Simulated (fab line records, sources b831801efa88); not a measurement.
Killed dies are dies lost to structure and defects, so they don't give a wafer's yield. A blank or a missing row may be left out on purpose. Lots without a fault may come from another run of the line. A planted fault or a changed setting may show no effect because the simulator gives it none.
Split-lot experiment | flow sfq_line | 5 lots, 27 wafers read, on a route of 325 steps

THE SPLIT
At SFQ_TRILAYER_M5_BARC_OPEN_METAL_ETCH_161 (etches BARC in O2, target depth 125 nm, time 41.7 s), the setting time_s was moved away from the recipe's 41.7 s on 12 of the 27 wafers read, by -59.4% to +47.3%. The other wafers ran this setting at the recipe's value.

The reading is taken at the split's own step.

THE READING
KrF_of_TRILAYER_M5_LITHO_COAT_123.thk_nm (the simulator's own value, which no gauge read), in nm, at SFQ_TRILAYER_M5_BARC_OPEN_METAL_ETCH_161 (etches BARC in O2, target depth 125 nm, time 41.7 s). The file gives no usual value for it. The 15 wafers here that ran the recipe average 522.8 nm, standard deviation 1.6 nm.

wafer  | tool, chamber at the split | time_s as run, s | against the recipe | KrF_of_TRILAYER_M5_LITHO_COAT_123.thk_nm, nm | against lot-mates on the recipe
L075.1 | rie_metal-04, 0            | 41.7             | recipe             | 520.6                                        | -
L075.2 | rie_metal-04, 1            | 31.57            | -24.3%             | 534.2                                        | +12.7
L075.3 | rie_metal-04, 0            | 31.57            | -24.3%             | 534.9                                        | +13.4
L075.4 | rie_metal-04, 1            | 31.57            | -24.3%             | 533.4                                        | +11.9
L075.5 | rie_metal-04, 1            | 41.7             | recipe             | 522.3                                        | -
L075.6 | rie_metal-04, 0            | 41.7             | recipe             | 521.7                                        | -
L078.1 | rie_metal-03, 0            | 41.7             | recipe             | 521                                          | -
L078.2 | rie_metal-03, 1            | 16.94            | -59.4%             | 552.7                                        | +31.0
L078.3 | rie_metal-03, 0            | 16.94            | -59.4%             | 551.7                                        | +30.0
L078.4 | rie_metal-03, 1            | 41.7             | recipe             | 521.8                                        | -
L078.5 | rie_metal-03, 0            | 41.7             | recipe             | 522.4                                        | -
L078.6 | rie_metal-03, 1            | 16.94            | -59.4%             | 555.4                                        | +33.7
L081.1 | rie_metal-03, 0            | 61.42            | +47.3%             | 501.1                                        | -23.1
L081.2 | rie_metal-03, 1            | 41.7             | recipe             | 525.2                                        | -
L081.3 | rie_metal-03, 1            | 41.7             | recipe             | 524.4                                        | -
L081.4 | rie_metal-03, 0            | 61.42            | +47.3%             | 499.2                                        | -25.0
L081.5 | rie_metal-03, 1            | 61.42            | +47.3%             | 498.9                                        | -25.3
L081.6 | rie_metal-03, 0            | 41.7             | recipe             | 523                                          | -
L082.3 | rie_metal-02, 0            | 41.7             | recipe             | 520.3                                        | -
L082.4 | rie_metal-02, 1            | 41.7             | recipe             | 523.1                                        | -
L082.5 | rie_metal-02, 0            | 41.7             | recipe             | 522                                          | -
L085.1 | rie_metal-03, 1            | 17.32            | -58.5%             | 554.7                                        | +29.8
L085.2 | rie_metal-03, 0            | 17.32            | -58.5%             | 555                                          | +30.1
L085.3 | rie_metal-03, 0            | 41.7             | recipe             | 525.2                                        | -
L085.4 | rie_metal-03, 1            | 41.7             | recipe             | 524.7                                        | -
L085.5 | rie_metal-03, 1            | 17.32            | -58.5%             | 554.6                                        | +29.7
L085.6 | rie_metal-03, 0            | 41.7             | recipe             | 524.9                                        | -

THE FIT
A straight line over all 27 wafers: KrF_of_TRILAYER_M5_LITHO_COAT_123.thk_nm changes by -0.514 nm for each +1% of time_s; r = -1.00; the points scatter about the line by 1.7 nm.
The same after taking each lot's own level away (the mean of its wafers on the recipe; 27 wafers): -0.52 nm for each +1%; r = -1.00; scatter 0.95 nm.
On that fit, the largest move of time_s shifts the reading by 31 nm.
The lots' own levels span 521.53 to 524.93 nm, that is 2.1 times the standard deviation above.
So the lot-to-lot level changes the slope little: the two slopes agree.
Check: with one of the wafers moved furthest among these (-59.4%) left out of the fit, the line predicts +30.9 nm for it against its lot-mates. It came out at +31 nm against them.
Tool readings at the split's step, against how far the setting was moved: oes_product_au r = -0.92.

OTHER SPLITS ON THESE WAFERS
These wafers also went through other splits before the reading. Each is held against what the fit with the lots' levels taken away leaves over:
other split on the same wafers                    | wafers away from the commonest value | r with KrF_of_TRILAYER_M5_LITHO_COAT_123.thk_nm (lot level and that fit taken away)
SFQ_TRILAYER_INCOMING_OXIDATION_002 ox_time_s     | 12                                   | -0.03
SFQ_TRILAYER_L0_VIA_BARC_OPEN_VIA_ETCH_021 time_s | 9                                    | -0.26
SFQ_TRILAYER_M0_BARC_OPEN_METAL_ETCH_031 time_s   | 9                                    | -0.12
SFQ_TRILAYER_I1_DEP_PECVD_045 time_s              | 12                                   | -0.01
SFQ_TRILAYER_M2_BARC_OPEN_METAL_ETCH_077 time_s   | 12                                   | +0.04
SFQ_TRILAYER_M3_ETCH_METAL_ETCH_078 time_s        | 12                                   | -0.02
SFQ_TRILAYER_I3_VIA_BARC_OPEN_VIA_ETCH_121 time_s | 9                                    | +0.11
SFQ_TRILAYER_JJ_TRILAYER_DEP_SPUTTER_109 time_s   | 9                                    | -0.19

THE WHOLE CHAIN: every reading that the file lists as answering this split, in the file's order
step                                     | what it does                                        | reading                                                                                   | change (the file's fit)                                                              | r (the file's)
SFQ_TRILAYER_M5_BARC_OPEN_METAL_ETCH_161 | etches BARC in O2, target depth 125 nm, time 41.7 s | oes_product_au                                                                            | not straight: 1.011 at the lowest setting, 0.687 at the recipe, 0.644 at the highest | not given
SFQ_TRILAYER_M5_BARC_OPEN_METAL_ETCH_161 | etches BARC in O2, target depth 125 nm, time 41.7 s | KrF_of_TRILAYER_M5_LITHO_COAT_123.thk_nm (the simulator's own value, which no gauge read) | -0.52 nm for each +1% of the setting                                                 | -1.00
SFQ_TRILAYER_M5_BARC_OPEN_METAL_ETCH_161 | etches BARC in O2, target depth 125 nm, time 41.7 s | etch.depth_nm (the simulator's own value, which no gauge read)                            | not straight: 51.66 at the lowest setting, 61.98 at the recipe, 61.79 at the highest | not given

THE FILE'S OWN FIT
KrF_of_TRILAYER_M5_LITHO_COAT_123.thk_nm changes by -0.52 nm for each +1% of time_s, r = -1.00.
